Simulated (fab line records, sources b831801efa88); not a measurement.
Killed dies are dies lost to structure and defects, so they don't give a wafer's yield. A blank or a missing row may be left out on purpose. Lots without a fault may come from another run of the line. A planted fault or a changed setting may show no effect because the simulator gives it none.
Which tool did it? | flow sky130 | 12 lots, 36 wafers sampled, at 3 steps of a route of 708

WHAT THE GAUGES READ, wafer by wafer
SKY_CAPM_THK_MEAS_01.
lot  | measured     | on            | CAPM_CVD_00_THK (nm)
L075 | day 36 11:55 | film_metro-04 | 15.18 15.39 15.78
L077 | day 37 04:41 | film_metro-04 | 15.19 15.72 15.64
L079 | day 38 05:38 | film_metro-04 | 15.28 15.53 15.86
L081 | day 38 18:14 | film_metro-01 | 15.51 15.84 15.38
L083 | day 38 21:40 | film_metro-04 | 15.37 15.36 15.29
L085 | day 39 10:59 | film_metro-03 | 15.56 15.63 15.78
L087 | day 40 01:47 | film_metro-01 | 15.33 15.48 15.25
L089 | day 40 15:40 | film_metro-03 | 15.05 15.44 15.67
L092 | day 42 03:56 | film_metro-03 | 15.40 15.80 15.23
L093 | day 42 05:28 | film_metro-03 | 15.29 15.16 15.52
L095 | day 42 12:53 | film_metro-04 | 15.40 15.35 15.36
L097 | day 42 23:17 | film_metro-01 | 15.41 15.35 15.52

WHICH TOOL RAN EACH LOT (tool, then ch and the chambers of the sampled wafers, then the start)
lot  | SKY_METAL2_METAL_ETCH_19          | SKY_METAL3_SPUTTER_04
L075 | rie_metal-02 ch 1, day 35 06:34   | pvd_sputter-03, day 36 11:50
L077 | rie_metal-03 ch 0,1, day 35 23:35 | pvd_sputter-04, day 37 04:36
L079 | rie_metal-03 ch 0,1, day 37 00:42 | pvd_sputter-03, day 38 05:34
L081 | rie_metal-01 ch 0,1, day 37 13:48 | pvd_sputter-01, day 38 18:09
L083 | rie_metal-01 ch 0,1, day 37 16:49 | pvd_sputter-04, day 38 21:36
L085 | rie_metal-03 ch 0,1, day 38 07:32 | pvd_sputter-04, day 39 10:54
L087 | rie_metal-02 ch 0,1, day 38 22:19 | pvd_sputter-03, day 40 01:43
L089 | rie_metal-01 ch 0,1, day 39 12:27 | pvd_sputter-01, day 40 15:35
L092 | rie_metal-03 ch 0,1, day 41 00:42 | pvd_sputter-01, day 42 03:50
L093 | rie_metal-03 ch 0,1, day 41 03:10 | pvd_sputter-04, day 42 05:23
L095 | rie_metal-01 ch 0,1, day 41 10:02 | pvd_sputter-04, day 42 12:48
L097 | rie_metal-03 ch 0,1, day 41 21:30 | pvd_sputter-04, day 42 23:10
- SKY_METAL2_METAL_ETCH_19: etches the open film in Cl2/BCl3, stops on SiO2, target depth 360 nm, time 78 s.
- SKY_METAL3_SPUTTER_04: material TiN, target thk 70 nm, time 58.3 s.

THE ANSWER, worked out from the rows above alone
Rule: what is usual is taken from the lots themselves. Put in order of their means at a reading, lots are off if they are a third of the lots or fewer, leave a main group of 4 or more, and stand apart from it by a gap of 3 or more times the standard deviation of the main group's means; of several such gaps the widest counts. A main group whose means are all the same, to the digits that the tables above print for the reading, isn't used. A lot without any number at a reading at which 4 lots or more have one is off too. The other lots that the step has rows for count as sound.
No lot is off at any reading shown: from this, nothing can be told.

WHAT THE SIMULATOR HAD PUT IN
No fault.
